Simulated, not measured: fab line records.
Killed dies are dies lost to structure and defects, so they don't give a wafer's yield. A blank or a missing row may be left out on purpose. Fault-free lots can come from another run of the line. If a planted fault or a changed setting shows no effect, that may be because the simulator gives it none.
Which tool was responsible? :: flow sky130 :: 23 lots (69 wafers sampled), 1 step of a 708-step route

## WHAT EACH GAUGE READ, for each wafer
SKY_POLY_GATE_CD_MEAS_22.
lot: L074
measured: day 16 05:52
on: cdSem-01
cdNm (nm): 144.2 145.6 145.1

lot: L075
measured: day 16 05:52
on: cdSem-02
cdNm (nm): 149.4 147.7 148.7

lot: L076
measured: day 17 00:09
on: cdSem-01
cdNm (nm): 151.6 147.9 147.7

lot: L077
measured: day 17 21:44
on: cdSem-01
cdNm (nm): 152.7 148.8 151.6

lot: L078
measured: day 18 03:31
on: cdSem-01
cdNm (nm): 148.4 146.0 146.6

lot: L080
measured: day 18 18:56
on: cdSem-01
cdNm (nm): 151.6 156.2 150.3

lot: L079
measured: day 18 18:58
on: cdSem-02
cdNm (nm): 151.4 152.9 151.7

lot: L081
measured: day 19 03:07
on: cdSem-02
cdNm (nm): 147.5 154.3 155.1

lot: L082
measured: day 19 08:41
on: cdSem-02
cdNm (nm): 151.7 148.8 148.7

lot: L083
measured: day 19 21:15
on: cdSem-02
cdNm (nm): 148.8 151.8 147.3

lot: L084
measured: day 20 10:50
on: cdSem-01
cdNm (nm): 149.7 155.6 147.5

lot: L085
measured: day 20 10:53
on: cdSem-02
cdNm (nm): 148.6 146.6 148.0

lot: L086
measured: day 21 00:10
on: cdSem-02
cdNm (nm): 148.1 149.9 148.0

lot: L087
measured: day 21 08:38
on: cdSem-01
cdNm (nm): 152.4 148.7 149.3

lot: L088
measured: day 21 15:40
on: cdSem-02
cdNm (nm): 148.0 149.6 149.5

lot: L089
measured: day 21 16:50
on: cdSem-02
cdNm (nm): 148.3 145.8 148.8

lot: L090
measured: day 22 03:53
on: cdSem-02
cdNm (nm): 151.8 153.2 153.6

lot: L091
measured: day 22 11:57
on: cdSem-02
cdNm (nm): 146.4 146.6 147.0

lot: L092
measured: day 23 02:26
on: cdSem-02
cdNm (nm): 148.0 151.9 151.9

lot: L096
measured: day 24 14:33
on: cdSem-02
cdNm (nm): 148.8 150.5 149.3

lot: L095
measured: day 24 16:02
on: cdSem-02
cdNm (nm): 148.5 145.7 152.1

lot: L094
measured: day 24 17:22
on: cdSem-02
cdNm (nm): 144.8 149.6 150.5

lot: L097
measured: day 24 21:05
on: cdSem-02
cdNm (nm): 149.6 147.9 150.0

## EACH LOT AND THE TOOL THAT RAN IT (in order: tool; ch and the chambers of the sampled wafers; start)
Before these readings, the record contains no process step.

## AS READ BY THE TOOLS THEMSELVES (means over the sampled wafers that have a number; for cases with no such wafer, the mark the record gives instead)
The record holds no such reading with a usual standard deviation.

## THE ANSWER, worked out from the rows above alone
Rule: the lots themselves supply what counts as usual. Put in order of their means at a reading, lots are off if they are a third of the lots or fewer, leave a main group of 4 or more, and stand apart from it by a gap of 3 or more times the standard deviation of the main group's means; of several such gaps the widest counts. The tables above print the reading to a certain number of digits; a main group whose means all agree to those digits is not used. A lot without any number at a reading at which 4 lots or more have one is off too. The other lots that the step has rows for count as sound. Order of review: gauges by route order, followed by the tools' own readings, for which a lot's mean as printed above is used. The first step at which some lot is off is used, and at that step the reading that is off furthest; a lot without a number counts as furthest.
None of the lots is off at any reading shown; this tells nothing.

## WHAT THE SIMULATOR HAD PUT IN
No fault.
